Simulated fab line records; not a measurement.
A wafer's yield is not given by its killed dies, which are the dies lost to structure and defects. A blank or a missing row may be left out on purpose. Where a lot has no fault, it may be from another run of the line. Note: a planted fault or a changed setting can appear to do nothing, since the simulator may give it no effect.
What tool caused it?    flow gf180mcu    30 wafers from 10 lots sampled at 4 of the route's 602 steps

## WHAT THE GAUGES SHOWED, per wafer
GF_M1_CD_MEAS_14 targets a cd of 230 nm. Usual: cdNm reads 229.9 nm (standard deviation 1.3).
lot   measured      on        cdNm (nm)          flag
L115  day 17 05:16  cdSem-02  230.6 230.9 229.8  
L116  day 17 09:43  cdSem-02  232.5 232.6 232.6  
L117  day 17 15:06  cdSem-01  231.0 229.4 230.3  
L118  day 18 00:28  cdSem-01  229.3 229.2 229.8  
L119  day 18 02:48  cdSem-02  229.3 229.9 229.1  
L126  day 21 16:19  cdSem-01  229.5 229.2 229.6  
L128  day 22 15:01  cdSem-02  229.8 229.7 230.0  
L129  day 22 21:03  cdSem-01  231.4 232.2 230.8  
L137  day 24 23:29  cdSem-02  229.4 228.4 229.5  
L138  day 25 11:12  cdSem-02  230.1 230.5 229.6  

GF_V1_BOW_MEAS_05. Usual: V1_BOW gives 82 um (standard deviation 7.4).
lot   measured      on            V1_BOW (um)  flag
L115  day 17 06:38  filmMetro-03  82 74 77     
L116  day 17 11:06  filmMetro-03  99 76 91     
L117  day 17 16:31  filmMetro-04  72 78 70     
L118  day 18 01:52  filmMetro-03  78 87 75     
L119  day 18 04:10  filmMetro-01  83 77 70     
L126  day 21 17:40  filmMetro-01  91 79 89     
L128  day 22 16:22  filmMetro-04  81 75 85     
L129  day 22 22:31  filmMetro-01  78 79 87     
L137  day 25 00:52  filmMetro-03  86 64 77     
L138  day 25 12:55  filmMetro-04  95 100 99    

## WHAT TOOL EACH LOT RAN ON (gives the tool, then ch and the chambers of the sampled wafers, and finally the start)
lot   GF_M1_SPUTTER_00             GF_V1_CMP_04
L115  pvdSputter-02, day 16 06:33  cmp-01 ch 0,1,2, day 17 06:22
L116  pvdSputter-04, day 16 10:33  cmp-02 ch 0,1,2, day 17 10:51
L117  pvdSputter-01, day 16 15:57  cmp-02 ch 0,2,3, day 17 16:13
L118  pvdSputter-01, day 17 00:54  cmp-01 ch 1,2,3, day 18 01:33
L119  pvdSputter-02, day 17 03:27  cmp-01 ch 1,2,3, day 18 03:55
L126  pvdSputter-01, day 20 16:18  cmp-02 ch 1,3, day 21 17:25
L128  pvdSputter-02, day 21 15:35  cmp-02 ch 0,1, day 22 16:04
L129  pvdSputter-02, day 21 21:43  cmp-01 ch 1,3, day 22 22:13
L137  pvdSputter-02, day 24 02:01  cmp-02 ch 0,1,2, day 25 00:33
L138  pvdSputter-04, day 24 13:58  cmp-01 ch 1,2, day 25 12:40
- GF_M1_SPUTTER_00: material Ti, target thk 37.5 nm, time 150 s.
- GF_V1_CMP_04: polishes SiO2.

## WHAT THE TOOLS THEMSELVES READ (means of the sampled wafers that have a number; where no wafer has one, the mark that the record gives instead)
GF_M1_SPUTTER_00. Usual: throttleValvePct reads 30.4 % (standard deviation 0.9).
lot   tool           throttleValvePct (%)  flag
L115  pvdSputter-02  30.6                  
L116  pvdSputter-04  31.6                  
L117  pvdSputter-01  30.0                  
L118  pvdSputter-01  29.0                  
L119  pvdSputter-02  30.6                  
L126  pvdSputter-01  29.7                  
L128  pvdSputter-02  30.6                  
L129  pvdSputter-02  30.7                  
L137  pvdSputter-02  30.7                  
L138  pvdSputter-04  31.1                  

GF_V1_CMP_04. Usual: motorCurrentA 12.1 A, standard deviation 0.83; slurryFilterDpKPa 13.51 kPa, standard deviation 0.15; timeToEndpointS 79 s, standard deviation 7.6.
lot   tool    motorCurrentA (A)  slurryFilterDpKPa (kPa)  timeToEndpointS (s)  flag
L115  cmp-01  12.0               13.46                    82                   
L116  cmp-02  12.1               13.43                    75                   
L117  cmp-02  12.4               13.44                    86                   
L118  cmp-01  11.4               13.47                    81                   
L119  cmp-01  11.1               13.60                    79                   
L126  cmp-02  12.4               13.55                    96                   
L128  cmp-02  12.5               13.61                    100                  
L129  cmp-01  11.2               13.54                    76                   
L137  cmp-02  12.3               13.43                    87                   
L138  cmp-01  11.2               13.49                    80                   

## THE ANSWER, worked out from the rows above alone
Rule: a lot counts as off when the mean over its wafers that have a number is more than 3 standard deviations away from the usual mean. A lot without any number at a reading at which 4 lots or more have one is off too. Any other lot the step has rows for is counted as sound. Order of review: gauges by route order, followed by the tools' own readings, for which a lot's mean as printed above is used. The first step at which some lot is off is used, and at that step the reading that is off furthest; a lot without a number counts as furthest.
No lot is off at any reading shown: from this, nothing can be told.

## WHAT THE SIMULATOR HAD PUT IN
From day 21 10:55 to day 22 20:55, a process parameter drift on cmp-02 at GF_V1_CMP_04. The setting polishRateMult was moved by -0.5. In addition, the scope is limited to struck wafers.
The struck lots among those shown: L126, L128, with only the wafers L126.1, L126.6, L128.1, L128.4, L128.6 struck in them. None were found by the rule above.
